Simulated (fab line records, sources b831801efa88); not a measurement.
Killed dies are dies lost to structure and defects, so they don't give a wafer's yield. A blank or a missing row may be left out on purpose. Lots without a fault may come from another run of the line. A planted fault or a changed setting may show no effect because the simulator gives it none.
One fault seen from 2 desks | flow gf180mcu | each desk has only its own numbers; what lay behind them comes last

THE TOOL OWNER'S DESK: pvd_sputter-04
The tool's own readings at GF_SALICIDE_SPUTTER_03 (material TiN, target thk 20 nm, time 16.7 s): means of the sampled wafers that have a number, for each lot that ran on this tool. A lot is out of limits, marked OUT, if its mean lies more than 4 standard deviations from the usual mean; the brackets give that distance.
Columns: A = chamber_pressure_pa at GF_SALICIDE_SPUTTER_03, usual 0.4000 Pa; B = throttle_valve_pct at GF_SALICIDE_SPUTTER_03, usual 30.1 %
lot  | first seen here | A      | B
L247 | day 16 07:56    | 0.3995 | 30.8
L249 | day 16 23:04    | 0.4004 | 30.7
L250 | day 17 05:45    | 0.4004 | 30.6
L254 | day 18 21:10    | 0.4003 | 30.6
L257 | day 19 18:41    | 0.4004 | 30.7
L258 | day 20 05:58    | 0.4001 | 30.8
L259 | day 20 14:53    | 0.4005 | 30.7
L267 | day 23 06:43    | 0.3999 | 30.6
This desk's finding: nothing out of limits on any of the 8 lots.

THE METROLOGY DESK
What the gauges read, lot by lot, whatever tool the lot ran on: means of the sampled wafers that have a number. A lot is out of limits, marked OUT, if its mean lies more than 4 standard deviations from the usual mean; the brackets give that distance.
Columns: A = V4_W_THK at GF_V4_THK_MEAS_25, usual 354 nm
lot  | first seen here | A
L244 | day 24 08:10    | 346
L247 | day 25 16:59    | 356
L248 | day 25 23:55    | 365
L249 | day 26 03:47    | 351
L250 | day 26 12:33    | 357
L252 | day 27 05:43    | 345
L254 | day 27 21:50    | 364
L255 | day 28 07:31    | 357
L257 | day 28 16:47    | 364
L258 | day 28 23:55    | 358
L259 | day 29 07:29    | 350
L261 | day 29 21:44    | 349
L267 | day 31 09:44    | 349
This desk's finding: nothing out of limits on any of the 13 lots.

PUT TOGETHER
The tool owner's desk saw nothing out of limits.
The metrology desk saw nothing out of limits.

WHAT THE SIMULATOR HAD PUT IN
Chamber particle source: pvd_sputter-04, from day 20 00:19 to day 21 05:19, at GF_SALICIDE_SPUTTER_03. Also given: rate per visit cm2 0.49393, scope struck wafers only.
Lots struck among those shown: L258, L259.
